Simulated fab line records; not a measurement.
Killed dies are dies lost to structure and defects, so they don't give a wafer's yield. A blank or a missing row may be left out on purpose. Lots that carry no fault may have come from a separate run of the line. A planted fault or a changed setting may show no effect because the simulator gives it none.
A struck lot beside a sound one	flow sky130	23 out of 708 route steps
Sound: the wafers L691.3, L691.4, L691.6. Wafers L699.4, L699.5, L699.6 were the ones struck. The cause is named last.
Per side, at each step with rows, come the tool, then ch with its chambers, and then its first start. Under that, the readings that differ: sound wafers	struck wafers	difference of the means	sigmas: that difference in standard deviations of wafers without a fault.
alike: same words and numbers on both sides, and readings whose means sit less than 2 such deviations apart. not compared: any withheld reading, any reading some wafer has no value for, any bound like >300 that may hide the same value, and any number with overlapping values for which the record gives no deviation.
Wherever a step has rows on one side only, a row that says differs or no value, or a row with sigmas, the two part there. Numbers that don't overlap but have no deviation are shown without sigmas and don't part them. Lack of a reading on every wafer of one side parts them only where that side has two or more wafers.

first, 8 steps without rows for these wafers: SKY_RES_XHIGH_DEHYDRATE_00 (time 60 s); SKY_RES_XHIGH_HMDS_01 (prime time 60 s); SKY_RES_XHIGH_COAT_02 (resist thk 1140 nm); SKY_RES_XHIGH_SOFTBAKE_03 (time 60 s); SKY_RES_XHIGH_EXPOSE_04 (exposes mask URPM, target cd 1270 nm); SKY_RES_XHIGH_PEB_05; SKY_RES_XHIGH_DEVELOP_06 (develop time 60 s); SKY_RES_XHIGH_IMPLANT_07.
SKY_RES_XHIGH_STRIP_08: strips in O2/N2.
  sound on plasma_asher-02 ch 0,1, day 26 22:28; struck on plasma_asher-01 ch 0,1, day 30 01:16
  alike: drypump_motor_current_A, oes_product_au, strip_time_to_endpoint_s
  not compared: rf_hours_counter_h
SKY_RES_XHIGH_TW_MEAS_09:
  sound on film_metro-02, day 26 22:32; struck on film_metro-02, day 30 01:21
  alike: RES_XHIGH_TW
then, 2 steps without rows for these wafers: SKY_SD_N_DEHYDRATE_00 (time 60 s); SKY_SD_N_HMDS_01 (prime time 60 s).
SKY_SD_N_COAT_02: resist thk 1140 nm.
  sound on litho_track-03 ch 0, day 27 12:55; struck on litho_track-04 ch 0, day 30 14:59
reading	sound	struck	difference	sigmas
model.NOVOLAK_of_SD_N_COAT_02.thk_nm (nm)	1143 1142 1142	553.7 553.6 553	-588.9	
then, 3 steps without rows for these wafers: SKY_SD_N_SOFTBAKE_03 (time 60 s); SKY_SD_N_EXPOSE_04 (exposes mask NSDM, target cd 380 nm); SKY_SD_N_PEB_05.
SKY_SD_N_DEVELOP_06: develop time 60 s.
  sound on litho_track-04 ch 0, day 28 02:43; struck on litho_track-04 ch 0, day 31 05:23
reading	sound	struck	difference	sigmas
model.NOVOLAK_of_SD_N_COAT_02.thk_nm (nm)	1142 1142 1142	553.3 553.2 552.6	-589.0	
SKY_SD_N_CD_MEAS_07: target cd 380 nm.
  sound on cd_sem-02, day 28 02:52; struck on cd_sem-02, day 31 05:32
reading	sound	struck	difference	sigmas
cd_nm (nm)	382.7 383.7 382.2	455.2 455.1 457.0	+72.9	+29
SKY_SD_N_OVL_MEAS_08:
  sound on overlay-01, day 28 02:57; struck on overlay-02, day 31 05:36
reading	sound	struck	difference	sigmas
SD_N_OVL (nm)	-1.6 -1.4 -2.0	1.9 2.5 1.9	+3.8	+3
then, 2 steps without rows for these wafers: SKY_SD_N_IMPLANT_09; SKY_SD_N_IMPLANT_10.
SKY_SD_N_STRIP_11: strips in O2/N2.
  sound on plasma_asher-02 ch 0,1, day 28 03:37; struck on plasma_asher-04 ch 0,1, day 31 05:58
reading	sound	struck	difference	sigmas
oes_product_au (a.u.)	0.526 0.524 0.532	0.445 0.441 0.446	-0.083	-21
strip_time_to_endpoint_s (s)	22.56 22.59 22.57	15.85 15.84 15.85	-6.73	-99 or more
  alike: drypump_motor_current_A
  not compared: rf_hours_counter_h
SKY_SD_N_TW_MEAS_12:
  sound on film_metro-04, day 28 03:41; struck on film_metro-02, day 31 06:03
  alike: SD_N_TW

WHERE THEY PART
First at SKY_SD_N_CD_MEAS_07; last, within this record, at SKY_SD_N_STRIP_11. Later steps at which nothing parts them and some readings are alike: SKY_SD_N_TW_MEAS_12.

WHY: what had been put in by the simulator
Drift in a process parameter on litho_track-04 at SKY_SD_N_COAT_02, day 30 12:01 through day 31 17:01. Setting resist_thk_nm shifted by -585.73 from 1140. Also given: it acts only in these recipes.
